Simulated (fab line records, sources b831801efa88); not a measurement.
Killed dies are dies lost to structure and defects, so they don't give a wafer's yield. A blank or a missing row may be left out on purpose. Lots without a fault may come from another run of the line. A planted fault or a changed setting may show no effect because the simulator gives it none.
A struck lot beside a sound one | flow sky130 | 22 steps out of a route of 708
Sound: wafers L128.1, L128.4, L128.6. Struck: wafers L133.3, L133.4, L133.5. The cause comes at the end.
At each step with rows: each side's tool, then ch and its chambers, then its first start. Under that, the readings that differ: sound wafers | struck wafers | difference of the means | sigmas: that difference in standard deviations of wafers without a fault.
alike: readings whose means differ by less than 2 such deviations, and words and numbers that are the same on both sides. not compared: withheld readings, readings that some wafer has no value for, bounds like >300 that may hide the same value, and numbers for which the record gives no deviation and whose values overlap.
The two part at a step that has a row with sigmas, a row that says differs or no value, or rows on one side only. Numbers that don't overlap but have no deviation are shown without sigmas and don't part them. A reading that every wafer of one side lacks parts them only if that side has two wafers or more.

first, 1 step without rows for these wafers: SKY_CAP2M_DEVELOP_11 (develop time 60 s).
SKY_CAP2M_OVL_MEAS_12:
  sound on overlay-02, day 40 11:48; struck on overlay-02, day 42 03:55
  alike: CAP2M_OVL
SKY_CAP2M_METAL_ETCH_13: etches TiN in Cl2/BCl3, stops on SiO2, target depth 220 nm, time 62.9 s.
  sound on rie_metal-01 ch 1, day 40 11:50; struck on rie_metal-03 ch 0,1, day 42 03:58
  alike: bias_w, drypump_motor_current_A, oes_product_au, rf_fwd_power_W, throttle_valve_pct
  not compared: rf_hours_counter_h
SKY_CAP2M_STRIP_14: strips in O2/N2.
  sound on plasma_asher-01 ch 0,1, day 40 11:59; struck on plasma_asher-01 ch 0,1, day 42 04:03
  alike: drypump_motor_current_A, oes_product_au, strip_time_to_endpoint_s
  not compared: rf_hours_counter_h
then, 8 steps without rows for these wafers: SKY_CAP2M_STRIP_15 (strips in post etch residue remover, time 1200 s); SKY_CAP2M_CLEAN_16 (cleans in IPA, time 180 s); SKY_CAP2M_CLEAN_17 (cleans in O3/DIW); SKY_METAL4_DEHYDRATE_05 (time 60 s); SKY_METAL4_HMDS_06 (prime time 60 s); SKY_METAL4_COAT_07 (resist thk 60 nm); SKY_METAL4_COAT_08 (resist thk 1140 nm); SKY_METAL4_SOFTBAKE_09 (time 90 s).
SKY_METAL4_EXPOSE_10: exposes mask MM4, target cd 300 nm.
  sound on krf_scanner-01 ch 0, day 41 00:17; struck on krf_scanner-01 ch 0, day 42 17:22
  reading              | sound                | struck               | difference | sigmas
  exposure_dose_mJ_cm2 | 28.031 28.000 27.991 | 27.340 27.357 27.344 | -0.660     | -26
  focus_offset_nm (nm) | -0.5 -0.7 -1.2       | 0.4 -0.1 0.9         | +1.2       | +2
  alike: mask
then, 2 steps without rows for these wafers: SKY_METAL4_PEB_11; SKY_METAL4_DEVELOP_12 (develop time 60 s).
SKY_METAL4_CD_MEAS_13: target cd 300 nm.
  sound on cd_sem-01, day 41 12:35; struck on cd_sem-01, day 43 03:47
  reading    | sound             | struck            | difference | sigmas
  cd_nm (nm) | 300.5 300.4 300.0 | 303.9 304.0 305.5 | +4.2       | +3
SKY_METAL4_OVL_MEAS_14:
  sound on overlay-01, day 41 12:43; struck on overlay-01, day 43 03:53
  alike: METAL4_OVL
SKY_METAL4_DESCUM_15: chemistry O2, time 8 s.
  sound on rie_metal-01 ch 0,1, day 41 12:45; struck on rie_metal-02 ch 0,1, day 43 03:55
  reading                 | sound           | struck            | difference | sigmas
  model.METAL4.cd_nm (nm) | 300.6 300.3 300 | 303.8 304.6 304.7 | +4.1       |
  alike: drypump_motor_current_A, oes_product_au, rf_fwd_power_W
  not compared: rf_hours_counter_h
SKY_METAL4_ETCH_16: etches BARC in N2/H2, stops on SiO2, time 88.2 s, target depth 60 nm.
  sound on rie_metal-01 ch 0,1, day 41 12:47; struck on rie_metal-02 ch 0,1, day 43 03:58
  reading               | sound             | struck            | difference | sigmas
  oes_product_au (a.u.) | 0.628 0.630 0.635 | 0.613 0.630 0.620 | -0.010     | -2
  alike: bias_w, drypump_motor_current_A, rf_fwd_power_W, throttle_valve_pct
  not compared: rf_hours_counter_h
SKY_METAL4_ETCH_17: etches SiO2 in C4F8/O2/Ar, stops on TiN, time 3.9 s, target depth 15 nm.
  sound on rie_diel-02 ch 1,2,3, day 41 12:53; struck on rie_diel-03 ch 2,3, day 43 04:02
  reading                 | sound             | struck            | difference | sigmas
  model.METAL4.cd_nm (nm) | 301.7 300.6 299.6 | 303.7 304.5 305.3 | +3.9       |
  alike: bias_w, oes_product_au, rf_fwd_power_W
SKY_METAL4_METAL_ETCH_18: etches the open film in Cl2/BCl3, stops on SiO2, target depth 845 nm, time 183.1 s.
  sound on rie_metal-04 ch 0,1, day 41 12:53; struck on rie_metal-04 ch 0,1, day 43 04:07
  alike: bias_w, drypump_motor_current_A, oes_product_au, rf_fwd_power_W, throttle_valve_pct
  not compared: rf_hours_counter_h
SKY_PAD_OPEN_PROBE_99:
  the record has rows for the sound wafers here (prober-02, day 45 12:07) and none for the struck ones

WHERE THEY PART
First at SKY_METAL4_EXPOSE_10; last, within this record, at SKY_PAD_OPEN_PROBE_99.

WHY: what the simulator had put in
Process parameter drift: krf_scanner-01, from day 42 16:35 on, at SKY_METAL4_EXPOSE_10. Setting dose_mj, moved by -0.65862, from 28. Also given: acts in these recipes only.
